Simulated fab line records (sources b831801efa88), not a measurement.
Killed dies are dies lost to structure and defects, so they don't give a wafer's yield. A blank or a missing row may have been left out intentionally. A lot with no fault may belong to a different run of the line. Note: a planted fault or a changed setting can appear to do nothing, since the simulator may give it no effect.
Split-lot study || flow gf180mcu || on a route of 602 steps: 5 lots, 23 wafers read

== THE SPLIT ==
At GF_VT_IMPLANT_COAT_24 (resist thk 1000 nm), the setting resistThkNm was moved away from the recipe's 1000 nm on 10 of the 23 wafers read, by -3.6% to +4.8%. All remaining wafers had this setting at the recipe value.

The reading comes from the split's own step.

== THE READING ==
NOVOLAK_of_VT_IMPLANT_COAT_24.thkNm (the simulator's own value, which no gauge read), in nm, at GF_VT_IMPLANT_COAT_24 (resist thk 1000 nm). No usual value for it is given in the file. Average 1000.4 nm, standard deviation 3.8 nm, over the 13 wafers here run with the recipe.

{"wafer": "L074.1", "tool, chamber at the split": "lithoTrack-04, 0", "resistThkNm as run, nm": 1048, "against the recipe": "+4.8%", "NOVOLAK_of_VT_IMPLANT_COAT_24.thkNm, nm": 1055, "against lot-mates on the recipe": "+47.0"}
{"wafer": "L074.2", "tool, chamber at the split": "lithoTrack-04, 0", "resistThkNm as run, nm": 1048, "against the recipe": "+4.8%", "NOVOLAK_of_VT_IMPLANT_COAT_24.thkNm, nm": 1057, "against lot-mates on the recipe": "+49.0"}
{"wafer": "L074.4", "tool, chamber at the split": "lithoTrack-04, 0", "resistThkNm as run, nm": 1000, "against the recipe": "recipe", "NOVOLAK_of_VT_IMPLANT_COAT_24.thkNm, nm": 1008, "against lot-mates on the recipe": "-"}
{"wafer": "L074.6", "tool, chamber at the split": "lithoTrack-04, 0", "resistThkNm as run, nm": 1000, "against the recipe": "recipe", "NOVOLAK_of_VT_IMPLANT_COAT_24.thkNm, nm": 1008, "against lot-mates on the recipe": "-"}
{"wafer": "L074.5", "tool, chamber at the split": "lithoTrack-04, 0", "resistThkNm as run, nm": 1048, "against the recipe": "+4.8%", "NOVOLAK_of_VT_IMPLANT_COAT_24.thkNm, nm": 1058, "against lot-mates on the recipe": "+50.0"}
{"wafer": "L075.1", "tool, chamber at the split": "lithoTrack-01, 0", "resistThkNm as run, nm": 1000, "against the recipe": "recipe", "NOVOLAK_of_VT_IMPLANT_COAT_24.thkNm, nm": 996.6, "against lot-mates on the recipe": "-"}
{"wafer": "L075.3", "tool, chamber at the split": "lithoTrack-01, 0", "resistThkNm as run, nm": 963.5, "against the recipe": "-3.6%", "NOVOLAK_of_VT_IMPLANT_COAT_24.thkNm, nm": 958.8, "against lot-mates on the recipe": -37.5}
{"wafer": "L075.4", "tool, chamber at the split": "lithoTrack-01, 0", "resistThkNm as run, nm": 1000, "against the recipe": "recipe", "NOVOLAK_of_VT_IMPLANT_COAT_24.thkNm, nm": 995.9, "against lot-mates on the recipe": "-"}
{"wafer": "L075.5", "tool, chamber at the split": "lithoTrack-01, 0", "resistThkNm as run, nm": 963.5, "against the recipe": "-3.6%", "NOVOLAK_of_VT_IMPLANT_COAT_24.thkNm, nm": 961.7, "against lot-mates on the recipe": -34.5}
{"wafer": "L075.6", "tool, chamber at the split": "lithoTrack-01, 0", "resistThkNm as run, nm": 963.5, "against the recipe": "-3.6%", "NOVOLAK_of_VT_IMPLANT_COAT_24.thkNm, nm": 960.6, "against lot-mates on the recipe": -35.6}
{"wafer": "L082.1", "tool, chamber at the split": "lithoTrack-04, 0", "resistThkNm as run, nm": 1000, "against the recipe": "recipe", "NOVOLAK_of_VT_IMPLANT_COAT_24.thkNm, nm": 1000, "against lot-mates on the recipe": "-"}
{"wafer": "L082.2", "tool, chamber at the split": "lithoTrack-04, 0", "resistThkNm as run, nm": 1000, "against the recipe": "recipe", "NOVOLAK_of_VT_IMPLANT_COAT_24.thkNm, nm": 1001, "against lot-mates on the recipe": "-"}
{"wafer": "L082.6", "tool, chamber at the split": "lithoTrack-04, 0", "resistThkNm as run, nm": 1000, "against the recipe": "recipe", "NOVOLAK_of_VT_IMPLANT_COAT_24.thkNm, nm": 1001, "against lot-mates on the recipe": "-"}
{"wafer": "L082.3", "tool, chamber at the split": "lithoTrack-04, 0", "resistThkNm as run, nm": 978.1, "against the recipe": "-2.2%", "NOVOLAK_of_VT_IMPLANT_COAT_24.thkNm, nm": 975.9, "against lot-mates on the recipe": -24.8}
{"wafer": "L082.5", "tool, chamber at the split": "lithoTrack-04, 0", "resistThkNm as run, nm": 978.1, "against the recipe": "-2.2%", "NOVOLAK_of_VT_IMPLANT_COAT_24.thkNm, nm": 977.5, "against lot-mates on the recipe": -23.2}
{"wafer": "L083.2", "tool, chamber at the split": "lithoTrack-02, 0", "resistThkNm as run, nm": 1042, "against the recipe": "+4.2%", "NOVOLAK_of_VT_IMPLANT_COAT_24.thkNm, nm": 1043, "against lot-mates on the recipe": "+42.8"}
{"wafer": "L083.3", "tool, chamber at the split": "lithoTrack-02, 0", "resistThkNm as run, nm": 1042, "against the recipe": "+4.2%", "NOVOLAK_of_VT_IMPLANT_COAT_24.thkNm, nm": 1041, "against lot-mates on the recipe": "+40.8"}
{"wafer": "L083.4", "tool, chamber at the split": "lithoTrack-02, 0", "resistThkNm as run, nm": 1000, "against the recipe": "recipe", "NOVOLAK_of_VT_IMPLANT_COAT_24.thkNm, nm": 1000, "against lot-mates on the recipe": "-"}
{"wafer": "L083.5", "tool, chamber at the split": "lithoTrack-02, 0", "resistThkNm as run, nm": 1000, "against the recipe": "recipe", "NOVOLAK_of_VT_IMPLANT_COAT_24.thkNm, nm": 997.6, "against lot-mates on the recipe": "-"}
{"wafer": "L083.6", "tool, chamber at the split": "lithoTrack-02, 0", "resistThkNm as run, nm": 1000, "against the recipe": "recipe", "NOVOLAK_of_VT_IMPLANT_COAT_24.thkNm, nm": 1003, "against lot-mates on the recipe": "-"}
{"wafer": "L084.1", "tool, chamber at the split": "lithoTrack-01, 0", "resistThkNm as run, nm": 1000, "against the recipe": "recipe", "NOVOLAK_of_VT_IMPLANT_COAT_24.thkNm, nm": 999.2, "against lot-mates on the recipe": "-"}
{"wafer": "L084.2", "tool, chamber at the split": "lithoTrack-01, 0", "resistThkNm as run, nm": 1000, "against the recipe": "recipe", "NOVOLAK_of_VT_IMPLANT_COAT_24.thkNm, nm": 995.5, "against lot-mates on the recipe": "-"}
{"wafer": "L084.4", "tool, chamber at the split": "lithoTrack-01, 0", "resistThkNm as run, nm": 1000, "against the recipe": "recipe", "NOVOLAK_of_VT_IMPLANT_COAT_24.thkNm, nm": 1000, "against lot-mates on the recipe": "-"}

THE FIT
A straight line over all 23 wafers: NOVOLAK_of_VT_IMPLANT_COAT_24.thkNm changes by +11 nm for each +1% of resistThkNm; r = +0.99; the points scatter about the line by 3.7 nm.
The same after taking each lot's own level away (the mean of its wafers on the recipe; 23 wafers): +10.1 nm for each +1%; r = +1.00; scatter 1.5 nm.
On that fit, the largest move of resistThkNm shifts the reading by 48 nm.
The lots' own levels span 996.25 to 1008.00 nm, that is 3.1 times the standard deviation above.
Consequently the slope shifts little with the lot-to-lot level, the two slopes agreeing.
Check: +48.6 nm against its lot-mates is what the line predicts for one of the wafers moved furthest among these (+4.8%) when that wafer is left out of the fit. It came out at +47 nm against them.

== FURTHER SPLITS ON THESE WAFERS ==
These wafers also went through other splits before the reading. Each is held against what the fit with the lots' levels taken away leaves over:
{"other split on the same wafers": "GF_STI_CVD_03 pressureMtorr", "wafers away from the commonest value": 18, "r with NOVOLAK_of_VT_IMPLANT_COAT_24.thkNm (lot level and that fit taken away)": "+0.06"}
{"other split on the same wafers": "GF_STI_ETCH_14 timeS", "wafers away from the commonest value": 8, "r with NOVOLAK_of_VT_IMPLANT_COAT_24.thkNm (lot level and that fit taken away)": "+0.01"}
{"other split on the same wafers": "GF_STI_CVD_23 sih4FlowSccm", "wafers away from the commonest value": 9, "r with NOVOLAK_of_VT_IMPLANT_COAT_24.thkNm (lot level and that fit taken away)": -0.27}
{"other split on the same wafers": "GF_STI_OXIDATION_29 tempC", "wafers away from the commonest value": 18, "r with NOVOLAK_of_VT_IMPLANT_COAT_24.thkNm (lot level and that fit taken away)": "+0.13"}
{"other split on the same wafers": "GF_MVSD_STRIP_10 powerW", "wafers away from the commonest value": 10, "r with NOVOLAK_of_VT_IMPLANT_COAT_24.thkNm (lot level and that fit taken away)": "+0.24"}
{"other split on the same wafers": "GF_VT_IMPLANT_IMPLANT_08 energyKev", "wafers away from the commonest value": 7, "r with NOVOLAK_of_VT_IMPLANT_COAT_24.thkNm (lot level and that fit taken away)": "+0.13"}
{"other split on the same wafers": "GF_VT_IMPLANT_COAT_13 resistThkNm", "wafers away from the commonest value": 10, "r with NOVOLAK_of_VT_IMPLANT_COAT_24.thkNm (lot level and that fit taken away)": "+0.27"}

== THE WHOLE CHAIN: every reading that the file lists as answering this split, in the file's order ==
{"step": "GF_VT_IMPLANT_COAT_24", "what it does": "resist thk 1000 nm", "reading": "NOVOLAK_of_VT_IMPLANT_COAT_24.thkNm (the simulator's own value, which no gauge read)", "change (the file's fit)": "+10.1 nm for each +1% of the setting", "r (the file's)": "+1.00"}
{"step": "GF_VT_IMPLANT_STRIP_31", "what it does": "strips in O2/N2", "reading": "stripTimeToEndpointS", "change (the file's fit)": "withheld for each +1% of the setting", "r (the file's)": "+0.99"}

== THE FILE'S OWN FIT ==
NOVOLAK_of_VT_IMPLANT_COAT_24.thkNm changes by +10.1 nm for each +1% of resistThkNm, r = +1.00.
